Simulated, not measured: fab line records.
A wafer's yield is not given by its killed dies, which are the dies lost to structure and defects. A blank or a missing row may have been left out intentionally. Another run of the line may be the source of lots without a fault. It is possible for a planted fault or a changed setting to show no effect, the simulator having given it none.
A struck lot beside a sound one	flow sky130	16 steps out of a route of 708
Sound: these wafers, L198.1, L198.2, L198.4. The struck wafers were L203.2, L203.4, L203.5. Last of all comes the cause.
Order at every step that has rows: each side's tool, ch and its chambers, its first start. Under that, the readings that differ: sound wafers	struck wafers	difference of the means	sigmas: that difference in standard deviations of wafers without a fault.
alike: readings whose means differ by less than 2 such deviations, and words and numbers that are the same on both sides. not compared: withheld readings, readings that some wafer has no value for, bounds like >300 that may hide the same value, and numbers for which the record gives no deviation and whose values overlap.
Wherever a step has rows on one side only, a row that says differs or no value, or a row with sigmas, the two part there. Numbers that have no deviation but don't overlap get no sigmas and don't part them. A reading that every wafer of one side lacks parts them only if that side has two wafers or more.

SKY_VIA3_CMP_02: polishes SiO2.
  sound on cmp-01 ch 0,1,3, day 43 15:13; struck on cmp-01 ch 0,1,3, day 45 08:32
  alike: motorCurrentA
SKY_VIA3_BOW_MEAS_03:
  sound on filmMetro-02, day 43 15:31; struck on filmMetro-01, day 45 08:48
  alike: VIA3_BOW
then, 8 steps without rows for these wafers: SKY_VIA3_DEHYDRATE_04 (time 60 s); SKY_VIA3_HMDS_05 (prime time 60 s); SKY_VIA3_COAT_06 (resist thk 60 nm); SKY_VIA3_COAT_07 (resist thk 450 nm); SKY_VIA3_SOFTBAKE_08 (time 90 s); SKY_VIA3_EXPOSE_09 (exposes mask VIM3, target cd 200 nm); SKY_VIA3_PEB_10; SKY_VIA3_DEVELOP_11 (develop time 60 s).
SKY_VIA3_CD_MEAS_12: target cd 200 nm.
  sound on cdSem-02, day 44 13:52; struck on cdSem-01, day 46 05:14
  alike: cdNm
SKY_VIA3_OVL_MEAS_13:
  sound on overlay-02, day 44 13:59; struck on overlay-02, day 46 05:20
  alike: VIA3_OVL
SKY_VIA3_ETCH_14: etches BARC in N2/H2, stops on SiO2, time 45.9 s, target depth 60 nm.
  sound on rieDiel-01 ch 0,1,2, day 44 14:01; struck on rieDiel-01 ch 1,2,3, day 46 05:22
reading	sound	struck	difference	sigmas
biasW (W)	99.97 99.97 99.79	- - -	no value on the struck wafers	
oesProductAu (a.u.)	0.855 0.860 0.860	1.006 1.010 0.992	+0.144	+32
runLengthS (s)	74.5 74.6 73.7	60.6 60.1 60.6	-13.8	-34
model.KrF-thick_of_VIA3_COAT_07.thkNm (nm)	393.7 392.1 392.2	407.3 405.8 406.5	+13.9	
model.etch.depthNm (nm)	60.16 60.28 60.2	55.34 55.26 54.08	-5.32	
model.VIA3.cdNm (nm)	201.3 199.1 201.1	195.9 196.2 197	-4.1	
  alike: drypumpMotorCurrentA, h2FlowSccm, throttleValvePct
  not compared: rfHoursCounterH
SKY_VIA3_ETCH_15: etches SiO2 in C4F8/O2/Ar, stops on TiN, target depth 507 nm, time 78 s.
  sound on rieDiel-01 ch 0,1,2, day 44 14:04; struck on rieDiel-01 ch 1,2,3, day 46 05:25
reading	sound	struck	difference	sigmas
oesProductAu (a.u.)	0.945 0.946 0.946	0.875 0.874 0.816	-0.091	-19
model.KrF-thick_of_VIA3_COAT_07.thkNm (nm)	293.2 289.2 289.2	305.4 304.7 306.7	+15.1	
  alike: biasW, runLengthS
  not compared: rfHoursCounterH
SKY_VIA3_STRIP_16: strips in O2/N2.
  sound on plasmaAsher-01 ch 0,1, day 44 14:07; struck on plasmaAsher-02 ch 0,1, day 46 05:28
reading	sound	struck	difference	sigmas
drypumpMotorCurrentA (A)	5.1 5.2 5.2	6.1 5.9 6.1	+0.9	+2
stripTimeToEndpointS (s)	4.143 4.113 4.097	4.294 4.258 4.293	+0.164	+6
  alike: oesProductAu
  not compared: rfHoursCounterH
then, 1 step without rows for these wafers: SKY_VIA3_STRIP_17 (strips in post etch residue remover, time 1200 s).

## WHERE THEY PART
At SKY_VIA3_ETCH_14 first; at SKY_VIA3_STRIP_16 last (within this record only).

WHY: whatever the simulator had introduced
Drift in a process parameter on rieDiel-01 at SKY_VIA3_ETCH_14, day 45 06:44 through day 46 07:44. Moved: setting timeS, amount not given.
